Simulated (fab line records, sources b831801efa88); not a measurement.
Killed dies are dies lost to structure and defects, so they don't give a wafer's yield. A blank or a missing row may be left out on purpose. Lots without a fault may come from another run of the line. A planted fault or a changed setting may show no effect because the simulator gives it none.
Chamber matching | flow sky130 | SKY_VIA1_CMP_02 on cmp-01: 4 sister chambers
The step polishes SiO2. 8 wafers are shown with their chamber, then 12 later ones without.

WAFERS WITH THEIR CHAMBER
wafer  | chamber | motor_current_A (A)
L083.4 | 1       | 9.8
L085.2 | 2       | 9.9
L086.2 | 1       | 10.2
L087.5 | 3       | 9.4
L087.6 | 0       | 12.0
L092.3 | 0       | 12.7
L092.5 | 3       | 9.8
L092.6 | 2       | 10.6

WAFERS WITHOUT THEIR CHAMBER
wafer  | motor_current_A (A)
L093.1 | 12.4
L093.5 | 9.8
L093.6 | 10.9
L095.1 | 9.3
L095.2 | 10.0
L095.4 | 12.4
L097.2 | 10.2
L097.3 | 9.3
L097.4 | 12.7
L097.1 | 10.2
L097.5 | 10.3
L097.6 | 9.8

WHICH CHAMBER EACH WENT THROUGH
wafer  | from the rows above               | in truth
L093.1 | 0                                 | 0
L093.5 | can't be placed: 1 or 3 or 2      | 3
L093.6 | can't be placed: 2 or 1 or 3 or 0 | 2
L095.1 | can't be placed: 3 or 1 or 2      | 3
L095.2 | can't be placed: 1 or 2 or 3      | 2
L095.4 | 0                                 | 0
L097.2 | can't be placed: 2 or 1 or 3      | 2
L097.3 | can't be placed: 3 or 1 or 2      | 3
L097.4 | 0                                 | 0
L097.1 | can't be placed: 2 or 1 or 3      | 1
L097.5 | can't be placed: 2 or 1 or 3      | 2
L097.6 | can't be placed: 1 or 3 or 2      | 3
Placed correctly: 3 of 12. Can't be placed from these rows: 9 (the true chamber is among the candidates in 9). Placed wrongly: 0.
How it was worked out, from the rows above alone: a wafer's distance from a chamber is the root of the sum, over the readings, of the square of ((its reading less the chamber's mean) divided by the reading's scatter). The wafer belongs to the nearest chamber; if the next one is less than 2 further off, it can't be placed. A chamber's mean is the mean of its shown wafers. The scatter: the root of (the sum of the squares of (reading less its chamber's mean) over the shown wafers, divided by (wafers less chambers)).
